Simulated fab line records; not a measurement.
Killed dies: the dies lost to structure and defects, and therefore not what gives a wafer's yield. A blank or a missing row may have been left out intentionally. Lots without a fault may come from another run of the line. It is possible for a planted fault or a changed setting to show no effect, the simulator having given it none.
8D (eight disciplines) problem report, filled in by code | flow gf180mcu | the parts of the form that need people (team, actions taken, sign-off) are left out

## 1. PROBLEM STATEMENT
Mean VT_IMPLANT_4_TW at GF_VT_IMPLANT_TW_MEAS_43: 714 over 12 wafers in 4 lots; fault-free wafers: 689, standard deviation 4.9. Relative to the usual mean, that is a shift of +5.1 standard deviations.
First seen on wafer L368.1, day 10 22:19, on filmMetro-02. At this step, 42 wafers from 14 lots have a number in the record. The rule behind "out" and "out of limits": a value lying over 4 standard deviations away from the usual mean. Any other wafer with a number is counted as sound.

## 2. WHAT IT IS, WHAT IT ISN'T
question                    | is                         | is not
which readings at this step | VT_IMPLANT_4_TW            | -
which lots                  | L368, L369, L370, L371     | L356, L359, L361, L364, L365, L374, L375, L376, L377, L379
which wafers of those lots  | all that have a number     | -
read on which gauges        | filmMetro-02, filmMetro-03 | filmMetro-04
when                        | from day 10 22:19          | up to then (15 sound wafers); but 15 sound wafers of L374, L375, L376, L377, L379 came after

## 3. THE SUSPECTS, EACH WITH WHAT RULES IT OUT
Counting: a tool at a process step up to the reading stays a suspect if it ran every lot that is out and no sound lot after the first of them.
- the gauge at GF_VT_IMPLANT_TW_MEAS_43: ruled out. Those wafers that are out were read across 2 gauges (filmMetro-02, filmMetro-03).
- implanter-04 at GF_VT_IMPLANT_IMPLANT_41: kept. Every lot that is out went through it, starting with L368 (day 10 22:04), and after that it ran no sound lot; the last sound lot it ran before then is L364 (day 9 20:22). Its own doseIonsCm2 readings are out on those wafers.
The count leaves implanter-04 at GF_VT_IMPLANT_IMPLANT_41.

## 4. THE CAUSE (what the simulator had put in)
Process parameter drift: implanter-04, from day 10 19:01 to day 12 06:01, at GF_VT_IMPLANT_IMPLANT_41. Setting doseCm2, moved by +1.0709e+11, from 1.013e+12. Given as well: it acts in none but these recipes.
This tool alone remained once counting was done.

## 5. THE CHAIN OF EFFECTS, in route order
Rows list readings where the struck wafers' mean (over those with a number) sits beyond 3 standard deviations from the usual. Only readings for which the record gives a usual standard deviation are gone through. hours: the time from each lot's start at the first step in this table that gives one to its start at this step, as a median over the lots. sigmas: the change in usual standard deviations.
hours | step                     | reading          | usual      | on struck wafers | change      | sigmas
0     | GF_VT_IMPLANT_IMPLANT_41 | doseIonsCm2      | 1.0129e+12 | 1.1203e+12       | +1.0738e+11 | +99 or more
0     | GF_VT_IMPLANT_IMPLANT_41 | faradayCurrentUA | 5.71       | 6.29             | +0.58       | +4.9
0     | GF_VT_IMPLANT_TW_MEAS_43 | VT_IMPLANT_4_TW  | 689        | 714              | +25         | +5.1
Here are the process steps it includes:
- GF_VT_IMPLANT_IMPLANT_41
Later steps that measure or inspect, where all struck wafers having a row at the step show a number for every such reading and not one has moved that far: GF_VT_IMPLANT_RS_MEAS_49, GF_POLY_GATE_THK_MEAS_01, GF_POLY_GATE_OVL_MEAS_11.

## 6. HOW IT WOULD HAVE BEEN CAUGHT EARLIER
3 hours passed between the start of the fault at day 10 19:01 and the first reading out of limits at a measuring or inspecting step in this record, taken at day 10 22:19.
The tool's own readings at GF_VT_IMPLANT_IMPLANT_41 were out on every struck wafer that the step has a row for (doseIonsCm2): an alarm limit on them would have fired on the first of those.
Of the lots that are out (4), L369, L370, L371 began GF_VT_IMPLANT_IMPLANT_41 on implanter-04 after day 10 22:19. A hold on the tool at that time would have spared those 3.
